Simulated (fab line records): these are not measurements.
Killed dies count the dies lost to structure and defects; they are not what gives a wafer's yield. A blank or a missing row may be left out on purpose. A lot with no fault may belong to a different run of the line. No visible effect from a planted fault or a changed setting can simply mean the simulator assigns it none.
Which tool was responsible? ; flow sky130 ; Sampling: 6 lots, 18 wafers, 3 of 708 route steps

== WHAT EACH GAUGE READ, for each wafer ==
SKY_SD_P_CD_MEAS_07: target cd 380 nm.
lot;measured;on;cd-nm (nm)
L228;day 26 05:47;cd-sem-02;381.2 381.1 379.8
L231;day 27 06:32;cd-sem-02;381.9 380.6 381.5
L236;day 29 02:17;cd-sem-02;379.5 377.3 378.5
L238;day 29 17:44;cd-sem-01;379.5 378.4 377.8
L246;day 32 23:02;cd-sem-01;377.4 376.9 378.6
L247;day 33 01:07;cd-sem-02;380.3 381.5 382.0

== EACH LOT AND THE TOOL THAT RAN IT (in order: tool; ch and the chambers of the sampled wafers; start) ==
lot;SKY_VT_ADJUST_NCORE_COAT_02;SKY_VT_ADJUST_NCORE_STRIP_10
L228;litho-track-03 ch 0, day 8 19:59;plasma-asher-03 ch 0,1, day 9 05:58
L231;litho-track-01 ch 0, day 9 16:43;plasma-asher-02 ch 0,1, day 10 03:49
L236;litho-track-03 ch 0, day 11 02:07;plasma-asher-01 ch 0,1, day 11 14:04
L238;litho-track-04 ch 0, day 11 14:06;plasma-asher-02 ch 0,1, day 12 02:56
L246;litho-track-01 ch 0, day 14 12:53;plasma-asher-02 ch 0,1, day 15 02:37
L247;litho-track-04 ch 0, day 14 16:21;plasma-asher-03 ch 0,1, day 15 06:19
- SKY_VT_ADJUST_NCORE_COAT_02: resist thk 1140 nm.
- SKY_VT_ADJUST_NCORE_STRIP_10: strips in O2/N2.

== THE ANSWER, worked out from the rows above alone ==
Rule: usual is defined by the lots themselves. The widest of any qualifying gaps counts: lots, ordered by their means at a reading, are off when they make up no more than a third of the lots, leave a main group of 4 or more, and stand apart from it by 3 or more times the standard deviation of that group's means. The tables above print the reading to a certain number of digits; a main group whose means all agree to those digits is not used. Also off: a lot with no number at a reading for which 4 or more lots have one. Any other lot the step has rows for is counted as sound.
None of the lots is off at any reading shown; this tells nothing.

== WHAT HAD BEEN PUT IN BY THE SIMULATOR ==
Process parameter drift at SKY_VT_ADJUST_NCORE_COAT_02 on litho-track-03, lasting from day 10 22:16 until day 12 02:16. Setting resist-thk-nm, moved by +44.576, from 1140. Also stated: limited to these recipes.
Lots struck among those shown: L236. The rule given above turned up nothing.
